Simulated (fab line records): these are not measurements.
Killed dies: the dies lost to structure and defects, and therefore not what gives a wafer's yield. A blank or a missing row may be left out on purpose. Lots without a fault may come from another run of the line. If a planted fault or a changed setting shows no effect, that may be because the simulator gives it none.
A lot that was struck, set against a sound lot | flow gf180mcu | 28 steps out of a route of 602
Sound: the wafers L660.1, L660.4, L660.6. Wafers L654.4, L654.5, L654.6 were the ones struck. The cause comes at the end.
At each step with rows: each side's tool, then ch and its chambers, then its first start. Under that, the readings that differ: sound wafers | struck wafers | difference of the means | sigmas: that difference in standard deviations of wafers without a fault.
alike: a reading whose means differ by less than 2 such deviations, as well as words and numbers matching on both sides. not compared: withheld readings; readings where some wafer has no value; bounds like >300 that might hide an equal value; numbers whose values overlap and for which the record gives no deviation.
A row with sigmas, a row that says differs or no value, or rows on one side alone: a step with any of these is where the two part. Numbers that have no deviation but don't overlap get no sigmas and don't part them. A reading missing from all wafers of one side parts the sides only when that side holds two or more wafers.

first, 4 steps without rows for these wafers: GF_M4_SOFTBAKE_10 (time 60 s); GF_M4_EXPOSE_11 (exposes mask Metal4, target cd 280 nm); GF_M4_PEB_12 (peb time 90 s); GF_M4_DEVELOP_13 (develop time 60 s).
GF_M4_CD_MEAS_14 targets a cd of 280 nm.
  struck on cd_sem-02, day 26 16:40; sound on cd_sem-02, day 28 10:02
  alike: cd_nm
GF_M4_OVL_MEAS_15:
  struck on overlay-01, day 26 16:44; sound on overlay-02, day 28 10:10
  alike: M4_OVL
GF_M4_METAL_ETCH_16: etches the open film in Cl2/BCl3, stops on SiO2, target depth 627.5 nm, time 104.6 s.
  sound on rie_metal-04 ch 0, day 28 10:11; struck on rie_metal-01 ch 0,1, day 26 16:48
  alike: drypump_motor_current_A, oes_product_au, throttle_valve_pct
  not compared: rf_hours_counter_h
GF_M4_STRIP_17: strips in O2/N2.
  sound on plasma_asher-01 ch 0,1, day 28 10:25; struck on plasma_asher-03 ch 0,1, day 26 16:55
  alike: drypump_motor_current_A, heater_power_w, oes_product_au, platen_temp_c, strip_time_to_endpoint_s
  not compared: rf_hours_counter_h
then, 3 steps without rows for these wafers: GF_M4_STRIP_18 (strips in post etch residue remover, time 1200 s); GF_M4_CLEAN_19 (cleans in DIW); GF_V4_CVD_00 (deposits SiO2, target thk 600 nm, time 100 s).
GF_V4_THK_MEAS_01:
  struck on film_metro-01, day 26 17:31; sound on film_metro-03, day 28 11:01
  alike: V4_CVD_00_THK
GF_V4_CVD_02: deposits SiO2 from TEOS, target thk 850 nm, time 94.851 s.
  sound on pecvd-03 ch 0,1,2, day 28 11:05; struck on pecvd-02 ch 0,1,2, day 26 17:34
  no value came back on the struck wafers for heater_power_outer_w (W), heater_power_w (W); on the sound wafers heater_power_outer_w (W) reads 419 360 414
GF_V4_THK_MEAS_03:
  struck on film_metro-03, day 26 17:38; sound on film_metro-04, day 28 11:09
  reading            | sound       | struck | difference | sigmas
  V4_CVD_02_THK (nm) | 844 853 842 | 0 0 0  | -846       | -77
GF_V4_CMP_04: polishes SiO2.
  sound on cmp-02 ch 0,3, day 28 11:16; struck on cmp-02 ch 1,2,3, day 26 17:49
  reading                | sound    | struck | difference                    | sigmas
  time_to_endpoint_s (s) | 74 72 76 | - - -  | no value on the struck wafers |
  alike: motor_current_A
then, 8 steps without rows for these wafers: GF_V4_DEHYDRATE_06 (time 60 s); GF_V4_HMDS_07 (prime time 60 s); GF_V4_COAT_08; GF_V4_COAT_09 (resist thk 1000 nm); GF_V4_SOFTBAKE_10 (time 60 s); GF_V4_EXPOSE_11 (exposes mask Via4, target cd 260 nm); GF_V4_PEB_12 (peb time 90 s); GF_V4_DEVELOP_13 (develop time 60 s).
GF_V4_CD_MEAS_14 targets a cd of 260 nm.
  struck on cd_sem-01, day 27 14:08; sound on cd_sem-01, day 29 06:35
  alike: cd_nm
GF_V4_OVL_MEAS_15:
  struck on overlay-02, day 27 14:13; sound on overlay-02, day 29 06:43
  reading     | sound  | struck   | difference | sigmas
  V4_OVL (nm) | 8 10 9 | -2 -4 -5 | -13        | -2
GF_V4_ETCH_16: etches BARC in N2/H2.
  sound on rie_diel-04 ch 0,2, day 29 06:44; struck on rie_diel-04 ch 0,1,3, day 27 14:14
  alike: drypump_motor_current_A, oes_product_au, throttle_valve_pct
GF_V4_ETCH_17: etches SiO2 in C4F8/O2/Ar, stops on TiN, target depth 630 nm.
  sound on rie_diel-04 ch 0,2; struck on rie_diel-04 ch 0,1,3
  reading                        | sound             | struck            | difference | sigmas
  oes_product_au (a.u.)          | 0.851 0.847 0.854 | 0.831 0.833 0.816 | -0.024     | -5
  model.etch.depth_nm (nm)       | 632.3 629.8 632   | 592.1 594.1 588.4 | -39.8      |
  model.V4.feature_depth_nm (nm) | 632.3 629.8 632   | 592.1 594.1 588.4 | -39.8      |
GF_V4_STRIP_18: strips in O2/N2.
  sound on plasma_asher-04 ch 0,1, day 29 06:52; struck on plasma_asher-04 ch 0,1, day 27 14:23
  alike: drypump_motor_current_A, heater_power_w, oes_product_au, platen_temp_c
  not compared: rf_hours_counter_h

## WHERE THEY PART
Earliest at GF_V4_CVD_02; latest, in this record, at GF_V4_ETCH_17. Later steps at which nothing parts them and some readings are alike: GF_V4_STRIP_18.

WHY: whatever the simulator had introduced
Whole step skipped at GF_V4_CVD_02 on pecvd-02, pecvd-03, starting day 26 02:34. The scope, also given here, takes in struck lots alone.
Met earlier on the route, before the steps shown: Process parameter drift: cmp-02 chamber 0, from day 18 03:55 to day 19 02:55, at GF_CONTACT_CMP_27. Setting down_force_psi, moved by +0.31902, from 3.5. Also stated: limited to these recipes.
